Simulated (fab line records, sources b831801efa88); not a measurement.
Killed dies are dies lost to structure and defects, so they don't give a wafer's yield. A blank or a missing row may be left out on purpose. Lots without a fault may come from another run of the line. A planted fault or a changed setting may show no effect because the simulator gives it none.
Problem report in the 8D (eight disciplines) form, filled by code | flow sky130 | the parts of the form that need people (team, actions taken, sign-off) are left out

1. THE PROBLEM
exposure_dose_mJ_cm2 at SKY_CAPM_EXPOSE_09 reads a mean of 156.12 on 6 wafers of 2 lots; wafers without a fault read 158.99 with a standard deviation of 0.17. That is -17 standard deviations from the usual mean.
The step: exposes mask CAPM, target cd 1000 nm.
First seen on wafer L453.3, day 42 02:50, on iline_stepper-02. The record holds 18 wafers of 6 lots with a number at this step. Rule for "out", or "out of limits": more than 4 standard deviations from the usual mean. The other wafers with a number count as sound.

2. WHAT IT IS AND WHAT IT IS NOT
question                    | is                     | is not
which readings at this step | exposure_dose_mJ_cm2   | -
which lots                  | L453, L454             | L440, L447, L457, L458
which wafers of those lots  | all that have a number | -
read on which tools         | iline_stepper-02       | iline_stepper-01
when                        | from day 42 02:50      | up to then (6 sound wafers); but 6 sound wafers of L457, L458 came after

3. SUSPECTS, AND WHAT RULES EACH OUT
Counting: a tool at a process step up to the reading stays a suspect if it ran every lot that is out and no sound lot after the first of them.
- pvd_sputter-02 at SKY_METAL3_SPUTTER_02 (material AlCu, target thk 735 nm, time 39.1 s): ruled out as a lasting fault. Sound lots L458 ran on it after its first lot that is out, L453 (day 41 14:35).
- pvd_sputter-02 at SKY_METAL3_SPUTTER_03 (material Ti, target thk 5 nm, time 3.3 s): ruled out as a lasting fault. Sound lots L458 ran on it after its first lot that is out, L453 (day 41 14:38).
- pvd_sputter-02 at SKY_METAL3_SPUTTER_04 (material TiN, target thk 70 nm, time 58.3 s): ruled out as a lasting fault. Sound lots L458 ran on it after its first lot that is out, L453 (day 41 14:39).
- iline_stepper-02 at SKY_CAPM_EXPOSE_09 (exposes mask CAPM, target cd 1000 nm): kept. It ran every lot that is out, first L453 (day 42 02:50), and no sound lot after that; its last sound lot up to then is L440 (day 38 06:48). Its own readings are out on those wafers: exposure_dose_mJ_cm2.
Left after counting: iline_stepper-02 at SKY_CAPM_EXPOSE_09.

4. THE CAUSE (what the simulator had put in)
Process parameter drift: iline_stepper-02, from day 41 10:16 on, at SKY_CAPM_EXPOSE_09. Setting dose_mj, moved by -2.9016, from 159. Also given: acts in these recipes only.
Counting left only this tool.

5. THE CHAIN OF EFFECTS, in route order
Each row: a reading whose mean over the struck wafers that have a number lies more than 3 standard deviations from the usual. Only readings for which the record gives a usual standard deviation are gone through. hours: the time from each lot's start at the first step in this table that gives one to its start at this step, as a median over the lots. sigmas: the change in usual standard deviations.
hours | step               | reading              | usual  | on struck wafers | change | sigmas
0     | SKY_CAPM_EXPOSE_09 | exposure_dose_mJ_cm2 | 158.99 | 156.12           | -2.87  | -17
The process steps in it:
- SKY_CAPM_EXPOSE_09: exposes mask CAPM, target cd 1000 nm.
Later measuring or inspecting steps at which every struck wafer that the step has a row for has a number for every such reading, and none has moved that far: SKY_CAPM_OVL_MEAS_12.

6. WHAT WOULD HAVE CAUGHT IT SOONER
In this record the first reading out of limits was taken at day 42 02:50, 17 hours after the fault began at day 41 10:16.
